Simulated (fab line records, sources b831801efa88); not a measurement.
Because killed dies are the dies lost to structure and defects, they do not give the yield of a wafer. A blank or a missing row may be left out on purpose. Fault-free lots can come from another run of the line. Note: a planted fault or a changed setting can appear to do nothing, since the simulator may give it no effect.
A lot that was struck, set against a sound lot :: flow sky130 :: 14 steps out of a route of 708
Sound: wafers L466.3, L466.5, L466.6. The struck wafers were L464.3, L464.4, L464.5. The cause is given at the end.
At each step with rows: each side's tool, then ch and its chambers, then its first start. Under that, the readings that differ: sound wafers :: struck wafers :: difference of the means :: sigmas: that difference in standard deviations of wafers without a fault.
alike: a reading whose means differ by less than 2 such deviations, as well as words and numbers matching on both sides. not compared: withheld readings; readings where some wafer has no value; bounds like >300 that might hide an equal value; numbers whose values overlap and for which the record gives no deviation.
The two part at a step that has a row with sigmas, a row that says differs or no value, or rows on one side only. Non-overlapping numbers with no deviation appear without sigmas and do not part them. A reading missing from all wafers of one side parts the sides only when that side holds two or more wafers.

first, 6 steps without rows for these wafers: SKY_DNWELL_COAT_02 (resist thk 3000 nm); SKY_DNWELL_SOFTBAKE_03; SKY_DNWELL_EXPOSE_04 (exposes mask DNM, target cd 3000 nm); SKY_DNWELL_PEB_05; SKY_DNWELL_DEVELOP_06 (develop time 60 s); SKY_DNWELL_IMPLANT_07.
SKY_DNWELL_STRIP_08: strips in O2/N2.
  sound on plasma-asher-04 ch 0,1, day 4 08:10; struck on plasma-asher-04 ch 0,1, day 3 20:46
  alike: drypump-motor-current-A, oes-product-au, strip-time-to-endpoint-s
  not compared: rf-hours-counter-h
SKY_DNWELL_TW_MEAS_09:
  sound on film-metro-03 at day 4 08:14; struck on film-metro-04 at day 3 20:51
reading: DNWELL_TW
sound: 1129 1124 1132
struck: 1114 1109 1106
difference: -19
sigmas: -2
then, 4 steps without rows for these wafers: SKY_PWDE_DEHYDRATE_00 (time 60 s); SKY_PWDE_HMDS_01 (prime time 60 s); SKY_PWDE_COAT_02 (resist thk 3000 nm); SKY_PWDE_SOFTBAKE_03.
SKY_PWDE_EXPOSE_04: exposes mask PWDEM, target cd 840 nm.
  struck on iline-stepper-02, day 4 05:06; sound on iline-stepper-01 ch 0, day 4 17:33
  no value came back on the struck wafers for exposure-dose-mJ-cm2, focus-offset-nm (nm); on the sound wafers exposure-dose-mJ-cm2 reads 213.88 214.16 213.74
  alike: mask
after that, 1 step had no rows for these wafers: SKY_PWDE_PEB_05.

== WHERE THEY PART ==
First at SKY_DNWELL_TW_MEAS_09; last, within this record, at SKY_PWDE_EXPOSE_04.

WHY: the cause the simulator had injected
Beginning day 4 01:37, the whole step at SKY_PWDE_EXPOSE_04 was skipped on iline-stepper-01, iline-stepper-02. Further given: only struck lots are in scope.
